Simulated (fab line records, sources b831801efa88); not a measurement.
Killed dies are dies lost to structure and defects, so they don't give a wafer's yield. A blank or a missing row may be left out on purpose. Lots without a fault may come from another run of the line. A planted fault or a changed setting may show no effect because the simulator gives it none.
fab line records | flow sky130
record lots=11 wafers=33 last_day=50
route steps=708 shown METAL4@600 VIA4@650 PAD_OPEN@708
lots that met no fault: from a run of the same line without faults
start_h: hours from the record's first day to the start of the lot's first wafer shown | wait_h: hours since the lot's step before | " the same as in the row above | L1.1+2: a row that stands for several wafers | - no value, or no start given | * or withheld: withheld | < > ~ a bound
route shown NAME@n: a module of which the file shows steps, and the number in the route of the first | usual: mean/standard deviation of fault-free wafers | same: alike in all rows | chamber/n: place in a boat | sites: the reading at each site | _std_site: their standard deviation | _edge_site: outer sites' mean less inner sites' | radius_mm: how far each site lies from the wafer's centre | mask NAME#n: copy n | behind: the tool/chamber that last shaped the wafer | hold: why the lot was held/for how many hours/how that ended | device: the transistor (n, p or np) that didn't switch | end of line: the same wafers' tests at the end of the route | a step without rows: its recipe alone | killed: dies lost to structure and defects at the first sort, not the wafer's yield | map: a wafer's dies, x killed, . not, _ none there
set.NAME: the setting as run; set.NAME@STEP: as run at that earlier step | model.NAME: the simulator's own value behind a step, which no gauge read
steps of the route over a sample of lots; a table a step, a row a wafer
services: from which hour (start_h, from the record's first day; less than 0 if before it) a tool's chamber was out of use, for how many hours, and why
## steps
# step SKY_METAL4_SPUTTER_02
# recipe material=AlCu target_thk_nm=735 power_w=10600 time_s=39.1 chamber_pressure_pa=0.4
# usual throttle_valve_pct=29.4/0.76
# columns lot.wafer tool chamber start_h wait_h throttle_valve_pct
L813.1 pvd_sputter-01 - 924.71 0.0 30.5
L813.3 " - " " 28.7
L813.5 " - " " 30.5
L814.2 pvd_sputter-01 - 938.52 0.0 30.8
L814.4 " - " " 29.1
L814.5 " - " " 30.8
L815.1 pvd_sputter-03 - 943.20 0.0 29.4
L815.4 " - " " 30.1
L815.5 " - " " 28.8
L817.1 pvd_sputter-02 - 957.38 0.0 29.6
L817.3 " - " " 28.0
L817.6 " - " " 28.1
L818.2 pvd_sputter-03 - 966.48 0.0 29.4
L818.3 " - " " 30.4
L818.4 " - " " 29.0
L819.2 pvd_sputter-02 - 978.52 0.0 29.4
L819.5 " - " " 29.8
L819.6 " - " " 30.0
L825.1 pvd_sputter-02 - 1033.54 0.0 28.2
L825.3 " - " " 29.7
L825.5 " - " " 29.0
L827.1 pvd_sputter-01 - 1039.09 0.0 28.8
L827.3 " - " " 29.1
L827.4 " - " " 29.5
L832.1 pvd_sputter-01 - 1072.39 0.0 29.4
L832.3 " - " " 28.8
L832.4 " - " " 28.8
L833.1 pvd_sputter-01 - 1073.96 0.0 28.9
L833.3 " - " " 29.2
L833.6 " - " " 30.5
L835.1 pvd_sputter-03 - 1079.37 0.0 29.1
L835.3 " - " " 29.9
L835.5 " - " " 29.4
# step SKY_METAL4_SPUTTER_04
# recipe material=TiN target_thk_nm=70 power_w=6500 time_s=58.3 chamber_pressure_pa=0.4
# usual throttle_valve_pct=29.4/0.78
# columns lot.wafer tool chamber start_h wait_h throttle_valve_pct
L813.1 pvd_sputter-01 - 924.77 0.0 30.8
L813.3 " - " " 28.7
L813.5 " - " " 30.8
L814.2 pvd_sputter-01 - 938.58 0.0 30.6
L814.4 " - " " 28.9
L814.5 " - " " 30.8
L815.1 pvd_sputter-03 - 943.26 0.0 29.5
L815.4 " - " " 30.3
L815.5 " - " " 29.1
L817.1 pvd_sputter-02 - 957.44 0.0 29.7
L817.3 " - " " 28.5
L817.6 " - " " 27.9
L818.2 pvd_sputter-03 - 966.54 0.0 29.1
L818.3 " - " " 30.0
L818.4 " - " " 28.8
L819.2 pvd_sputter-02 - 978.57 0.0 29.7
L819.5 " - " " 30.1
L819.6 " - " " 29.5
L825.1 pvd_sputter-02 - 1033.60 0.0 28.2
L825.3 " - " " 29.5
L825.5 " - " " 29.1
L827.1 pvd_sputter-01 - 1039.15 0.0 28.4
L827.3 " - " " 28.9
L827.4 " - " " 29.4
L832.1 pvd_sputter-01 - 1072.44 0.0 29.1
L832.3 " - " " 28.5
L832.4 " - " " 29.0
L833.1 pvd_sputter-01 - 1074.02 0.0 28.9
L833.3 " - " " 29.5
L833.6 " - " " 31.0
L835.1 pvd_sputter-03 - 1079.43 0.0 28.9
L835.3 " - " " 30.0
L835.5 " - " " 29.3
# step SKY_METAL4_METAL_ETCH_18
# recipe target_depth_a=8450 stop_on=SiO2 over_etch_frac=0.3 time_s=183.1 chemistry=Cl2/BCl3 resist_sidewall_deg=88 pressure_mtorr=10 icp_w=900 bias_w=48.5 Cl2_flow_sccm=60 bcl3_flow_sccm=30
# usual drypump_motor_current_A=5.7/0.48 oes_product_au=0.866/0.0064 throttle_valve_pct=22.263/0.0086
# columns lot.wafer tool chamber start_h wait_h drypump_motor_current_A oes_product_au rf_hours_counter_h throttle_valve_pct
L813.1 rie_metal-04 0 973.91 0.0 5.8 0.858 15 22.261
L813.3 " 0 " " 5.8 0.866 - 22.261
L813.5 " 1 " " 6.1 0.871 - 22.262
L814.2 rie_metal-04 0 986.70 0.0 5.8 0.867 16 22.261
L814.4 " 0 " " 5.8 0.854 - 22.266
L814.5 " 0 " " 5.8 0.866 - 22.260
L815.1 rie_metal-04 0 990.38 0.0 5.8 0.869 16 22.254
L815.4 " 1 " " 6.1 0.872 - 22.275
L815.5 " 0 " " 5.8 0.874 - 22.252
L817.1 rie_metal-01 1 1005.55 0.0 5.5 0.868 19 22.260
L817.3 " 1 " " 5.5 0.872 - 22.262
L817.6 " 0 " " 6.4 0.870 - 22.262
L818.2 rie_metal-01 0 1014.80 0.0 6.4 0.868 8 22.262
L818.3 " 0 " " 6.4 0.866 - 22.272
L818.4 " 1 " " 5.4 0.874 - 22.248
L819.2 rie_metal-01 1 1026.01 0.0 5.5 0.872 21 22.257
L819.5 " 0 " " 6.4 0.862 - 22.266
L819.6 " 1 " " 5.5 0.875 - 22.263
L825.1 rie_metal-01 1 1078.01 0.0 5.5 0.867 25 22.258
L825.3 " 1 " " 5.5 0.846 - 22.269
L825.5 " 1 " " 5.5 0.841 - 22.263
L827.1 rie_metal-01 0 1081.41 0.0 6.4 0.875 12 22.263
L827.3 " 1 " " 5.5 0.862 - 22.247
L827.4 " 0 " " 6.4 0.854 - 22.262
L832.1 rie_metal-04 0 1114.36 0.0 5.8 0.855 25 22.267
L832.3 " 1 " " 6.1 0.860 - 22.264
L832.4 " 0 " " 5.8 0.855 - 22.242
L833.1 rie_metal-01 1 1114.46 0.0 5.5 0.864 28 22.261
L833.3 " 1 " " 5.5 0.849 - 22.248
L833.6 " 0 " " 6.4 0.869 - 22.265
L835.1 rie_metal-02 0 1120.26 0.0 4.7 0.866 20 22.263
L835.3 " 1 " " 5.5 0.859 - 22.276
L835.5 " 1 " " 5.5 0.853 - 22.266
# step SKY_VIA4_OVL_MEAS_11
# usual VIA4_OVL=-0.5/1.2
# columns lot.wafer tool chamber start_h wait_h VIA4_OVL[nm]
L813.1 overlay-02 - 997.70 0.1 3.0
L813.3 " - " " 2.3
L813.5 " - " " 0.8
L814.2 overlay-02 - 1012.33 0.1 -0.7
L814.4 " - " " -2.6
L814.5 " - " " -0.9
L815.1 overlay-01 - 1015.15 0.1 -1.4
L815.4 " - " " -2.3
L815.5 " - " " -0.5
L817.1 overlay-02 - 1029.71 0.1 0.6
L817.3 " - " " -1.6
L817.6 " - " " 0.1
L818.2 overlay-01 - 1038.06 0.1 0.0
L818.3 " - " " -0.6
L818.4 " - " " 1.0
L819.2 overlay-01 - 1048.81 0.1 0.4
L819.5 " - " " -0.6
L819.6 " - " " -0.2
L825.1 overlay-01 - 1100.01 0.1 -1.5
L825.3 " - " " -1.4
L825.5 " - " " -1.5
L827.1 overlay-01 - 1102.25 0.1 -1.9
L827.3 " - " " -1.7
L827.4 " - " " -0.7
L832.1 overlay-02 - 1134.76 0.1 1.0
L832.3 " - " " -0.5
L832.4 " - " " -0.2
L833.1 overlay-01 - 1135.06 0.1 -2.6
L833.3 " - " " -2.5
L833.6 " - " " -0.5
L835.1 overlay-01 - 1140.21 0.1 1.4
L835.3 " - " " -0.8
L835.5 " - " " -0.1
# step SKY_VIA4_ETCH_12
# recipe target=SiO2 chemistry=C4F8/O2/Ar stop_on=TiN mask_material=NOVOLAK source_w=1500 bias_w=1200 pressure_mtorr=40 c4f8_flow_sccm=withheld O2_flow_sccm=6 Ar_flow_sccm=300 time_s=withheld target_depth_a=5800
# usual oes_product_au=0.925/0.0047
# columns lot.wafer tool chamber start_h wait_h oes_product_au
L813.1 rie_diel-04 0 997.73 0.0 0.924
L813.3 " 2 " " 0.922
L813.5 " 3 " " 0.921
L814.2 rie_diel-04 3 1012.36 0.0 0.922
L814.4 " 0 " " 0.922
L814.5 " 1 " " 0.923
L815.1 rie_diel-04 2 1015.19 0.0 0.923
L815.4 " 0 " " 0.921
L815.5 " 3 " " 0.936
L817.1 rie_diel-04 1 1029.74 0.0 0.928
L817.3 " 2 " " 0.931
L817.6 " 3 " " 0.926
L818.2 rie_diel-03 0 1038.09 0.0 0.930
L818.3 " 1 " " 0.926
L818.4 " 3 " " 0.921
L819.2 rie_diel-04 3 1048.84 0.0 0.926
L819.5 " 2 " " 0.932
L819.6 " 1 " " 0.922
L825.1 rie_diel-01 0 1100.04 0.0 0.926
L825.3 " 1 " " 0.923
L825.5 " 2 " " 0.927
L827.1 rie_diel-01 0 1102.29 0.0 0.924
L827.3 " 1 " " 0.922
L827.4 " 3 " " 0.924
L832.1 rie_diel-04 0 1134.79 0.0 0.928
L832.3 " 3 " " 0.925
L832.4 " 2 " " 0.925
L833.1 rie_diel-03 0 1135.09 0.0 0.918
L833.3 " 1 " " 0.917
L833.6 " 0 " " 0.926
L835.1 rie_diel-01 3 1140.24 0.0 0.919
L835.3 " 2 " " 0.927
L835.5 " 1 " " 0.934
# step SKY_PAD_OPEN_PROBE_99
# usual defect_limited_yield=82.4/1.8 killed_at_M0_to_M3=43/7.8 killed_at_M4_up=3.2/1.7 killed_at_contacts=24/5.2 killed_at_front_end=15/4.5 killed_at_other=0.4/0.65 killed_dies=87/9.1 killed_open=47/7.3 killed_short=40/6.5 sort_bin_3_pad_short=0.9/0.46 sort_bin_5_function=10.4/1.5 sort_bin_6_memory=6.3/1 sort_n_pass=405/9.1 sort_yield_pct=82.4/1.8
# same gross_dies=492 killed_at_back_side=0 sort_bin_4_leakage[%]=0 sort_bin_8_speed[%]=0
# columns lot.wafer tool chamber start_h wait_h defect_limited_yield[%] killed_at_M0_to_M3 killed_at_M4_up killed_at_contacts killed_at_front_end killed_at_other killed_dies killed_open killed_short sort_bin_3_pad_short[%] sort_bin_5_function[%] sort_bin_6_memory[%] sort_n_pass sort_yield_pct[%]
L819.2 prober-02 - 1114.62 0.1 79.5 54 1 29 17 0 101 56 45 0.8 12.2 7.5 391 79.5
L819.5 prober-02 - 1114.77 0.2 84.1 37 2 22 17 0 78 41 37 1.0 8.9 5.9 414 84.1
L819.6 prober-02 - 1114.82 0.2 85.2 31 3 27 12 0 73 34 39 0.6 9.3 4.9 419 85.2
# killed by level:class
L819.2 VIA1:geometric_particle:open=18 CONTACT:geometric_particle:open=10 LOCAL_INTERCONNECT:geometric_particle:short=7 POLY_GATE:geometric_particle:open=6 LI_CONTACT:geometric_particle:open=6 VIA1:geometric_particle:short=6 CONTACT:geometric_particle:short=5 METAL1:geometric_particle:short=5
L819.5 CONTACT:geometric_particle:open=10 VIA1:geometric_particle:open=10 VIA3:geometric_particle:open=7 CONTACT:geometric_particle:short=5 METAL1:geometric_particle:short=5 FIELD_ISO:geometric_particle:open=4 METAL3:geometric_particle:short=4 LI_CONTACT:geometric_particle:open=4
L819.6 LI_CONTACT:geometric_particle:open=9 VIA1:geometric_particle:short=8 CONTACT:geometric_particle:open=7 VIA1:geometric_particle:open=6 CONTACT:geometric_particle:short=5 FIELD_ISO:geometric_particle:short=4 VIA2:geometric_particle:open=4 VIA3:geometric_particle:open=3
## services
# columns tool chamber start_h hours kind
pvd_sputter-02 - 920.56 5.9 repair
rie_metal-01 - 926.48 0.4 repair
rie_metal-02 0 934.01 14.7 repair
rie_diel-01 2 947.22 28.2 repair
rie_diel-01 - 960.00 0.8 repair
pvd_sputter-03 - 982.16 0.9 repair
rie_metal-04 1 1019.34 12.3 repair
rie_diel-04 2 1037.38 6.4 repair
rie_metal-04 1 1046.88 4.4 repair
pvd_sputter-02 - 1055.99 10.5 repair
rie_diel-04 2 1059.91 - clean
rie_diel-04 2 1059.91 28.9 scheduled_down
rie_diel-04 2 1059.91 28.9 vent_cycle
rie_metal-01 0 1062.07 19.1 repair
rie_metal-02 0 1079.12 5.9 repair
rie_metal-02 - 1082.58 0.9 repair
rie_metal-02 1 1100.90 6.0 repair
rie_diel-04 1 1114.44 8.8 repair
## key
first_sign step=SKY_METAL4_METAL_ETCH_18 reading=oes_product_au direction=down sigmas=3.5 usual=0.866 struck=0.843
effect none on later readings
met_at SKY_METAL4_SPUTTER_04
struck_lots L825
struck_wafers L825.3,L825.5
not_acting_at SKY_METAL4_SPUTTER_02,SKY_VIA4_OVL_MEAS_11,SKY_VIA4_ETCH_12
onset_between 978.57 1033.60
fault kind=process_parameter_drift tool=pvd_sputter-02 chamber=- onset_h=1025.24 steps=SKY_METAL4_SPUTTER_04 channel=target_thk_nm offset=-34.279 shape=step end_h=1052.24 scope=struck_wafers_only acts_in=these_recipes_only stated=70
